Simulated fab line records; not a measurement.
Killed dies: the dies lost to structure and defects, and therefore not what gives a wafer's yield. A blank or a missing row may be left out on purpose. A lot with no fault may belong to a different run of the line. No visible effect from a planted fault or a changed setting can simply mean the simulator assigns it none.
Problem report, 8D (eight disciplines) form, completed by code :: flow sky130 :: the parts of the form that need people (team, actions taken, sign-off) are left out

== 1. WHAT WENT WRONG ==
Wafers without a fault read 409.7 nm, standard deviation 2.5; cdNm at SKY_SONOS_TUNNEL_CD_MEAS_07 reads a mean of 391.3 nm on 3 wafers belonging to 2 lots. That is -7.4 standard deviations from the usual mean.
The step: target cd 410 nm.
First observed at day 17 06:33: wafer L825.2, on cdSem-02. At this step, 37 wafers from 13 lots have a number in the record. Rule for "out" (also "out of limits"): further than 4 standard deviations from the usual mean. Any other wafer with a number is counted as sound.

== 2. WHAT IT IS AND WHAT IT IS NOT ==
question: which readings at this step
is: cdNm
is not: -

question: which lots
is: L825, L826
is not: L808, L809, L810, L811, L813, L814, L816, L817, L818, L830, L831

question: which wafers of those lots
is: L825.2, L825.4, L826.2
is not: L826.1

question: read on which gauges
is: cdSem-02
is not: cdSem-01

question: when
is: from day 17 06:33
is not: up to then (27 sound wafers); but 7 sound wafers of L826, L830, L831 came after

== 3. THE SUSPECTS, EACH WITH WHAT RULES IT OUT ==
Counting: a tool at a process step up to the reading stays a suspect if it ran every lot that is out. Sound lots after the first of them don't rule it out here, since some wafers of a struck lot are sound.
- the gauge at SKY_SONOS_TUNNEL_CD_MEAS_07: kept. All the wafers that are out were read on cdSem-02, and no step on other tools shows them out.
- lithoTrack-04 at SKY_SONOS_TUNNEL_DEVELOP_06 (develop time 60 s): kept. It processed each lot that is out (first: L825, day 17 06:25); up to then, its last sound lot is L813 (day 12 22:37).
After counting, lithoTrack-04 at SKY_SONOS_TUNNEL_DEVELOP_06 and cdSem-02 at SKY_SONOS_TUNNEL_CD_MEAS_07 remain.

== 4. THE CAUSE (what the simulator had put in) ==
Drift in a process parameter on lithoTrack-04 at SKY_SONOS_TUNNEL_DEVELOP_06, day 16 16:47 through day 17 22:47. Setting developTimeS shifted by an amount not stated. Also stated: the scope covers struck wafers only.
2 suspects survive the count, and this tool is in that group.

== 5. THE EFFECT CHAIN, in route order ==
Rows list readings where the struck wafers' mean (over those with a number) sits beyond 3 standard deviations from the usual. Scope: only readings with a usual standard deviation given in the record; hours: median across lots of the time from each lot's start at the first step in this table that gives one to its start at this step; sigmas: change in usual standard deviations.
hours: 0
step: SKY_SONOS_TUNNEL_CD_MEAS_07
reading: cdNm
usual: 409.7 nm
on struck wafers: 391.3
change: -18.4
sigmas: -7.4
Later steps that measure or inspect, where all struck wafers having a row at the step show a number for every such reading and not one has moved that far: SKY_SONOS_ONO_CD_MEAS_13.

== 6. HOW IT WOULD HAVE BEEN CAUGHT EARLIER ==
14 hours passed between the start of the fault at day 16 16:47 and the first reading out of limits at a measuring or inspecting step in this record, taken at day 17 06:33.
Tool readings at SKY_SONOS_TUNNEL_DEVELOP_06 with a usual standard deviation given in the record: none out on any struck wafer, hence no alarm at a limit of 4 standard deviations on them.
L826, from the lots that are out (2), started SKY_SONOS_TUNNEL_DEVELOP_06 on lithoTrack-04 later than day 17 06:33. A hold on the tool at that time would have spared it.
